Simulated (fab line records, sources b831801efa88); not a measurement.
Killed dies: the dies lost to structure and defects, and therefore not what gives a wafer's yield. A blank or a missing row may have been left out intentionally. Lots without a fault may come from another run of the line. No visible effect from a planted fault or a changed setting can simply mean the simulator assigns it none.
8D (eight disciplines) problem report, filled in by code    flow sfq_line    the parts of the form that need people (team, actions taken, sign-off) are left out

## 1. WHAT IS WRONG
M6_OVL at SFQ_M6_OVL_MEAS_940 reads a mean of 108 nm on 9 wafers of 3 lots; wafers without a fault read 4 nm with a standard deviation of 5.6. Relative to the usual mean, that is a shift of +19 standard deviations.
The first sign was on wafer L608.1 at day 72 10:21, on overlay-02. The record has a number at this step for 45 wafers belonging to 15 lots. By rule, "out" or "out of limits" means more than 4 standard deviations away from the usual mean. All remaining wafers that have a number are taken as sound.

## 2. WHAT IT IS; WHAT IT IS NOT
question                     is                      is not
which readings at this step  M6_OVL                  -
which lots                   L608, L609, L610        L606, L607, L611, L613, L620, L621, L622, L623, L624, L626, L627, L629
which wafers of those lots   all that have a number  -
read on which gauges         overlay-01, overlay-02  -
when                         from day 72 10:21       up to then (6 sound wafers); but 30 sound wafers of L611, L613, L620, L621, L622, L623, L624, L626, L627, L629 came after

## 3. WHAT RULES OUT EACH SUSPECT
Counting: a tool at a process step up to the reading stays a suspect if it ran every lot that is out and no sound lot after the first of them.
- the gauge at SFQ_M6_OVL_MEAS_940: ruled out. Those wafers that are out were read across 2 gauges (overlay-01, overlay-02).
- krf_scanner-01 at SFQ_TRILAYER_M6_LITHO_EXPOSE_160 (exposes mask M6, target cd 500 nm): kept. All lots that are out passed through it, beginning with L608 at day 72 08:51, and no sound lot followed; its final sound lot before that point was L607 at day 72 05:17.
Remaining after the count: krf_scanner-01 at SFQ_TRILAYER_M6_LITHO_EXPOSE_160.

## 4. THE CAUSE (what the simulator had put in)
Scanner matching overlay: krf_scanner-01, from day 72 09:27 on, at SFQ_TRILAYER_M6_LITHO_EXPOSE_160. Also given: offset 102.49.
The count eliminated every tool but this one.

## 5. SEQUENCE OF EFFECTS, ordered by route
Rows list readings where the struck wafers' mean (over those with a number) sits beyond 3 standard deviations from the usual. Only readings for which the record gives a usual standard deviation are gone through. hours: the time from each lot's start at the first step in this table that gives one to its start at this step, as a median over the lots. sigmas: the change in usual standard deviations.
hours  step                 reading  usual  on struck wafers  change  sigmas
0      SFQ_M6_OVL_MEAS_940  M6_OVL   4 nm   108               +104    +19

## 6. HOW IT WOULD HAVE BEEN CAUGHT EARLIER
In this record the first reading out of limits at a measuring or inspecting step was taken at day 72 10:21, 1 hour after the fault began at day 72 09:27.
Of the tool readings at SFQ_TRILAYER_M6_LITHO_EXPOSE_160 for which the record gives a usual standard deviation, none was out on any struck wafer, so an alarm limit of 4 standard deviations on them would not have fired.
Lots out: 3; of these, L610 started SFQ_TRILAYER_M6_LITHO_EXPOSE_160 on krf_scanner-01 after day 72 10:21. It would have been spared by a hold on the tool at that moment.
